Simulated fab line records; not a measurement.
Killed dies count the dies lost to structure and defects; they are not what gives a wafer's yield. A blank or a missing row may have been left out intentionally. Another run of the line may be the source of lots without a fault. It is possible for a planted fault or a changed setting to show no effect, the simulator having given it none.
Comparing a struck lot with a sound one ; flow sky130 ; 26 steps out of a route of 708
Sound: the wafers L572.1, L572.5, L572.6. Struck: wafers L581.1, L581.2, L581.3. At the end, the cause is stated.
Per side, at each step with rows, come the tool, then ch with its chambers, and then its first start. Under that, the readings that differ: sound wafers ; struck wafers ; difference of the means ; sigmas: that difference in standard deviations of wafers without a fault.
alike: a reading whose means differ by less than 2 such deviations, as well as words and numbers matching on both sides. not compared: withheld readings; readings where some wafer has no value; bounds like >300 that might hide an equal value; numbers whose values overlap and for which the record gives no deviation.
The two part at a step that has a row with sigmas, a row that says differs or no value, or rows on one side only. Numbers that have no deviation but don't overlap get no sigmas and don't part them. A reading that every wafer of one side lacks parts them only if that side has two wafers or more.

first, 9 steps without rows for these wafers: SKY_LI_CONTACT_ETCH_14 (etches BARC in N2/H2, stops on SiO2, time 45.9 s, target depth 60 nm); SKY_LI_CONTACT_ETCH_15 (etches PSG in C4F8/O2/Ar, stops on Si, target depth 600 nm); SKY_LI_CONTACT_STRIP_16 (strips in O2/N2); SKY_LI_CONTACT_CLEAN_17 (cleans in NMP, time 600 s); SKY_LI_CONTACT_PRE_CLEAN_18 (time 5.6 s); SKY_LI_CONTACT_SPUTTER_19 (material Ti, target thk 20 nm, time 106.37 s); SKY_LI_CONTACT_SPUTTER_20 (material TiN, target thk 20 nm, time 80 s); SKY_LI_CONTACT_CVD_21 (deposits W, target thk 400 nm, time 120.56 s); SKY_LI_CONTACT_CMP_24 (polishes, stops on PSG, t overpolish 20 s, target thk 0 nm).
SKY_LOCAL_INTERCONNECT_SPUTTER_00: material TiN, target thk 100 nm, time 83.3 s.
  struck on pvd_sputter-02, day 35 04:37; sound on pvd_sputter-02, day 31 05:31
reading;sound;struck;difference;sigmas
model.TiN_of_LOCAL_INTERCONNECT_SPUTTER_00.thk_nm (nm);98.62 98.63 99.71;102.9 101.8 102.1;+3.3;
  alike: throttle_valve_pct
SKY_LOCAL_INTERCONNECT_RS_MEAS_01: uses a four-point probe to measure.
  struck on film_metro-04, day 35 04:40; sound on film_metro-02, day 31 05:35
reading;sound;struck;difference;sigmas
LOCAL_INTERCONNECT_TIN_RS (ohm/sq);14.33 14.32 14.15;13.70 13.90 13.85;-0.45;-3
SKY_LOCAL_INTERCONNECT_THK_MEAS_02: measures by xrf.
  struck on film_metro-04, day 35 04:47; sound on film_metro-02, day 31 05:43
reading;sound;struck;difference;sigmas
LOCAL_INTERCONNECT_TIN_THK (nm);98.3 98.1 99.2;102.3 101.7 101.3;+3.2;+3
then, 9 steps without rows for these wafers: SKY_LOCAL_INTERCONNECT_DEHYDRATE_03 (time 60 s); SKY_LOCAL_INTERCONNECT_HMDS_04 (prime time 60 s); SKY_LOCAL_INTERCONNECT_COAT_05 (resist thk 60 nm); SKY_LOCAL_INTERCONNECT_COAT_06 (resist thk 450 nm); SKY_LOCAL_INTERCONNECT_SOFTBAKE_07 (time 90 s); SKY_LOCAL_INTERCONNECT_EXPOSE_08 (exposes mask LI1M, target cd 170 nm); SKY_LOCAL_INTERCONNECT_PEB_09; SKY_LOCAL_INTERCONNECT_DEVELOP_10 (develop time 60 s); SKY_LOCAL_INTERCONNECT_ETCH_13 (etches BARC in N2/H2, stops on SiO2, time 45.9 s, target depth 60 nm).
SKY_LOCAL_INTERCONNECT_METAL_ETCH_14: etches TiN in Cl2/BCl3, stops on PSG, target depth 110 nm, time 31.4 s.
  sound on rie_metal-01 ch 0,1, day 32 09:30; struck on rie_metal-02 ch 0,1, day 36 07:55
reading;sound;struck;difference;sigmas
oes_product_au (a.u.);0.932 0.931 0.933;0.953 0.947 0.946;+0.017;+2
model.LOCAL_INTERCONNECT.feature_depth_nm (nm);98.62 98.63 99.71;102.9 101.8 102.1;+3.3;
model.etch.depth_nm (nm);98.62 98.63 99.71;102.9 101.8 102.1;+3.3;
  alike: drypump_motor_current_A, throttle_valve_pct
  not compared: rf_hours_counter_h
then, 1 step without rows for these wafers: SKY_LOCAL_INTERCONNECT_STRIP_15 (strips in O2/N2).
SKY_LOCAL_INTERCONNECT_STRIP_16: strips in post etch residue remover, time 1200 s.
  sound on wet_bench-01 ch 2, day 32 09:39; struck on wet_bench-04 ch 1, day 36 08:04
reading;sound;struck;difference;sigmas
model.TiN_of_LOCAL_INTERCONNECT_SPUTTER_00.thk_nm (nm);98.19 98.2 99.28;102.5 101.4 101.7;+3.3;
  alike: bath_guard_temp_C, temp_c
then, 1 step without rows for these wafers: SKY_LOCAL_INTERCONNECT_CLEAN_17 (cleans in IPA, time 180 s).
-- the record jumps here: 14 days lie between the struck wafers' starts before and after (it left off in module LOCAL_INTERCONNECT and takes up again in module PAD_OPEN, whose first step shown is number 708 of the route) --
SKY_PAD_OPEN_PROBE_99:
  struck on prober-01, day 50 02:59; sound on prober-01, day 47 07:21
reading;sound;struck;difference;sigmas
model.etest.res_li.line_ohm_um;75.65 75.69 75.31;72.78 74.58 74.08;-1.74;
model.etest.res_li.rs_ohm_sq;12.89 12.97 12.86;12.39 12.49 12.51;-0.44;
  alike: killed_at_M0_to_M3, killed_at_M4_up, killed_at_contacts, killed_at_front_end, killed_at_other, killed_dies, killed_on_rim, killed_open, killed_short

## WHERE THEY PART
First at SKY_LOCAL_INTERCONNECT_RS_MEAS_01; last, within this record, at SKY_LOCAL_INTERCONNECT_METAL_ETCH_14. Later steps at which nothing parts them and some readings are alike: SKY_LOCAL_INTERCONNECT_STRIP_16, SKY_PAD_OPEN_PROBE_99.

WHY: the cause the simulator had injected
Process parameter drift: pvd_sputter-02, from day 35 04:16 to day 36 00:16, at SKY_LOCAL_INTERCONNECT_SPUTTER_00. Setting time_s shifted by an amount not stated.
